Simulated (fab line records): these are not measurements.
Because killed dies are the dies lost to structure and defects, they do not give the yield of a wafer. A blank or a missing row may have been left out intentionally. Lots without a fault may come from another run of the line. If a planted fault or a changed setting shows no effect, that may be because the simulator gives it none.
Shared-tool check | flow gf180mcu | Sample size 13 lots and 39 wafers

## THE REASON FOR OPENING IT
At GF_NWELL_TW_MEAS_11 the reading NWELL_TW is flagged on 2 of 13 lots. Wafers without a fault read 1557, standard deviation 11.
Rule: flag the lot when none of its wafers has a number, or when each of its wafers that has one lies beyond 4 standard deviations from that mean. As for the other lots, they are considered sound.

lot  | measured    | on            | NWELL_TW, wafer by wafer | flag
L163 | day 3 09:12 | film_metro-04 | 1555 1558 1554           |
L165 | day 3 20:55 | film_metro-02 | 1567 1571 1578           |
L168 | day 4 12:42 | film_metro-04 | 1444 1452 1450           | FLAGGED
L169 | day 4 15:34 | film_metro-02 | 1459 1464 1463           | FLAGGED
L170 | day 4 22:49 | film_metro-01 | 1564 1563 1572           |
L175 | day 6 00:35 | film_metro-04 | 1551 1548 1541           |
L177 | day 6 13:22 | film_metro-04 | 1549 1545 1545           |
L178 | day 6 19:38 | film_metro-04 | 1550 1550 1558           |
L181 | day 7 10:13 | film_metro-02 | 1567 1563 1564           |
L182 | day 7 17:06 | film_metro-04 | 1549 1546 1546           |
L183 | day 7 20:34 | film_metro-04 | 1541 1542 1541           |
L185 | day 8 08:37 | film_metro-01 | 1568 1567 1572           |
L186 | day 8 13:20 | film_metro-01 | 1565 1564 1564           |
Average over the flagged lots: 1455; offset from the usual -102, equal to -9 standard deviations.

## EACH LOT AND THE TOOL IT RAN ON
The record holds 1 process step before the reading, out of a route of 602 steps. Cell contents, in order: the tool; ch with the chambers the sampled wafers went through; the start.
lot  | flag    | GF_NWELL_IMPLANT_08
L163 |         | implanter-02 ch 0, day 3 08:49
L165 |         | implanter-04 ch 0, day 3 20:31
L168 | FLAGGED | implanter-02 ch 0, day 4 12:19
L169 | FLAGGED | implanter-02 ch 0, day 4 15:11
L170 |         | implanter-03 ch 0, day 4 22:26
L175 |         | implanter-03 ch 0, day 6 00:11
L177 |         | implanter-03 ch 0, day 6 12:59
L178 |         | implanter-04 ch 0, day 6 19:14
L181 |         | implanter-03 ch 0, day 7 09:51
L182 |         | implanter-03 ch 0, day 7 16:42
L183 |         | implanter-04 ch 0, day 7 20:11
L185 |         | implanter-02 ch 0, day 8 08:13
L186 |         | implanter-02 ch 0, day 8 12:56
What these steps do:
- GF_NWELL_IMPLANT_08
- GF_NWELL_TW_MEAS_11

## FLAGGED AGAINST TOTAL, ONE TOOL AT A TIME (gauges that did the reading follow at the end)
step                | tool          | lots run | flagged | share of the flagged lots | sound lots run after its first flagged lot
GF_NWELL_IMPLANT_08 | implanter-02  | 5        | 2       | all                       | 2 (L185,L186)
GF_NWELL_IMPLANT_08 | implanter-03  | 5        | 0       | none                      | -
GF_NWELL_IMPLANT_08 | implanter-04  | 3        | 0       | none                      | -
GF_NWELL_TW_MEAS_11 | film_metro-01 | 3        | 0       | none                      | -
GF_NWELL_TW_MEAS_11 | film_metro-02 | 3        | 1       | some                      | 1 (L181)
GF_NWELL_TW_MEAS_11 | film_metro-04 | 7        | 1       | some                      | 5 (L175,L177,L178,L182,L183)

## WHAT IS ALLOWED BY THE TABLE
1 row of the table ran every flagged lot: implanter-02 at GF_NWELL_IMPLANT_08.
- implanter-02 at GF_NWELL_IMPLANT_08: 2 of its 5 lots flagged. Lots that were sound ran on it after the first flagged one (L185, L186); a persistent fault on the entire tool would not allow that. Its own readings lie more than 4 standard deviations out on every wafer of the flagged lots: beam_on_s, faraday_current_uA.
Every row of the table either missed a flagged lot or ran a sound lot after the first.

## WHAT THE SIMULATOR HAD INSERTED
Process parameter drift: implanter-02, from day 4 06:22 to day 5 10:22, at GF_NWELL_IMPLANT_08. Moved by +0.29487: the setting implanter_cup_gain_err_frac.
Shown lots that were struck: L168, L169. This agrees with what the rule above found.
